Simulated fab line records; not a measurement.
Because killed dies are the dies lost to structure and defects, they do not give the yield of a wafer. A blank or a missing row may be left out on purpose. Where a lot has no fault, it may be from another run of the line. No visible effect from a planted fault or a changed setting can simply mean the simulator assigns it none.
Problem report in the 8D (eight disciplines) form, filled by code | flow gf180mcu | the parts of the form that need people (team, actions taken, sign-off) are left out

== 1. PROBLEM STATEMENT ==
Across 2 wafers from 2 lots, LVPWELL_RS at GF_VT_IMPLANT_RS_MEAS_48 averages 1225.6 ohm/sq, while fault-free wafers read 1196.4 ohm/sq with a standard deviation of 2.8. Relative to the usual mean, that is a shift of +10 standard deviations.
The step: measures by four-point-probe.
First observed at day 10 15:34: wafer L209.2, on film metro-01. At this step, 39 wafers from 13 lots have a number in the record. By rule, "out" or "out of limits" means more than 4 standard deviations away from the usual mean. All remaining wafers that have a number are taken as sound.

== 2. WHAT THIS IS AND IS NOT ==
question                    | is                | is not
which readings at this step | LVPWELL_RS        | -
which lots                  | L209, L210        | L197, L198, L199, L200, L201, L202, L211, L215, L216, L218, L219
which wafers of those lots  | L209.2, L210.1    | L209.3, L209.4, L210.4, L210.5
read on which gauges        | film metro-01     | film metro-02, film metro-03
when                        | from day 10 15:34 | up to then (20 sound wafers); but 17 sound wafers of L210, L211, L215, L216, L218, L219 came after

== 3. SUSPECTS, AND WHAT RULES EACH OUT ==
Counting: any tool at a process step up to the reading remains a suspect provided it ran every lot that is out. Sound lots after the first of them don't rule it out here, since some wafers of a struck lot are sound.
- the gauge at GF_VT_IMPLANT_RS_MEAS_48: kept. All the wafers that are out were read on film metro-01, and no step on other tools shows them out.
- rie si-02 at GF_STI_ETCH_14 (etches Si in HBr/Cl2/O2, target depth 360 nm, time 102.9 s): kept. Ran every lot that is out, first one L209 (day 4 16:05); last sound lot up to then L202 (day 3 06:43).
- implanter-02 at GF_LVPWELL_IMPLANT_09: kept. It ran every lot that is out, first L209 (day 6 13:54).
Left after counting: rie si-02 at GF_STI_ETCH_14, implanter-02 at GF_LVPWELL_IMPLANT_09, film metro-01 at GF_VT_IMPLANT_RS_MEAS_48.

== 4. THE CAUSE (what the simulator had put in) ==
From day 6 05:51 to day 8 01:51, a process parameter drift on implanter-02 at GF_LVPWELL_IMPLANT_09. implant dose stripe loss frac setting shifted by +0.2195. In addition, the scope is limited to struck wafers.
3 suspects survive the count, and this tool is in that group.

== 5. THE CHAIN OF EFFECTS, in route order ==
Each row: a reading whose mean over the struck wafers that have a number lies more than 3 standard deviations from the usual. Scope: only readings with a usual standard deviation given in the record; hours: median across lots of the time from each lot's start at the first step in this table that gives one to its start at this step; sigmas: change in usual standard deviations.
hours | step                     | reading    | usual         | on struck wafers | change | sigmas
0     | GF_VT_IMPLANT_RS_MEAS_48 | LVPWELL_RS | 1196.4 ohm/sq | 1225.6           | +29.2  | +10

== 6. HOW IT WOULD HAVE BEEN CAUGHT EARLIER ==
The first out-of-limits reading at a measuring or inspecting step in this record came at day 10 15:34, 106 hours after the fault's start at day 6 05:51.
No tool reading at GF_LVPWELL_IMPLANT_09 that has a usual standard deviation in the record was out on any struck wafer, so an alarm limit of 4 standard deviations on those readings would not have fired.
Each of the lots that are out, 2 in all, had begun GF_LVPWELL_IMPLANT_09 on implanter-02 no later than day 10 15:34. A hold on the tool at that time would have spared none of them.
